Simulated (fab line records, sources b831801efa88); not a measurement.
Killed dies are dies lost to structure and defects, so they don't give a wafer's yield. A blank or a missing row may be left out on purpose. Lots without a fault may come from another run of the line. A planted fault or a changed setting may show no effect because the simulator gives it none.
One fault seen from 2 desks | flow sky130 | each desk has only its own numbers; what lay behind them comes last

THE METROLOGY DESK
What the gauges read, lot by lot, whatever tool the lot ran on: means of the sampled wafers that have a number. A lot is out of limits, marked OUT, if its mean lies more than 4 standard deviations from the usual mean; the brackets give that distance.
Columns: A = RES_XHIGH_TW at SKY_RES_XHIGH_TW_MEAS_09, usual 1635; B = cd_nm at SKY_SD_N_CD_MEAS_07, usual 379.7 nm
lot  | first seen here | A    | B
L115 | day 26 17:28    | 1635 | 381.8
L116 | day 26 20:38    | 1641 | 376.2
L121 | day 31 08:49    | 1630 | 383.5
L129 | day 31 15:01    | 1630 | 378.7
L130 | day 32 03:19    | 1626 | 383.7
L136 | day 34 20:07    | 1644 | 382.6
This desk's finding: nothing out of limits on any of the 6 lots.

THE TOOL OWNER'S DESK: litho_track-04
The tool's own readings at SKY_SD_N_DEVELOP_06 (develop time 60 s): means of the sampled wafers that have a number, for each lot that ran on this tool. A lot is out of limits, marked OUT, if its mean lies more than 4 standard deviations from the usual mean; the brackets give that distance.
Columns: A = developer_temp_C at SKY_SD_N_DEVELOP_06, usual 22.99 C
lot  | first seen here | A
L115 | day 27 22:20    | 22.94
L121 | day 32 11:37    | 22.07 (-9.2) OUT
L130 | day 33 05:43    | 21.99 (-10) OUT
This desk's finding: out of limits on L121, L130; first on L121, day 32 11:37 (developer_temp_C at SKY_SD_N_DEVELOP_06). In limits: L115.

PUT TOGETHER
The tool owner's desk could have raised an alarm at day 32 11:37, on L121, L130.
The metrology desk saw nothing out of limits.
The metrology desk has L121, L130 on record, within its limits.
Of the lots named, all ran SKY_SD_N_DEVELOP_06 on litho_track-04.

WHAT THE SIMULATOR HAD PUT IN
Process parameter drift: litho_track-04, from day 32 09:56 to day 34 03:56, at SKY_SD_N_DEVELOP_06. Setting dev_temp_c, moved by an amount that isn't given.
Lots struck among those shown: L121, L130.
Hours from the fault's start to each desk's first reading out of limits: the tool owner's desk, 2.
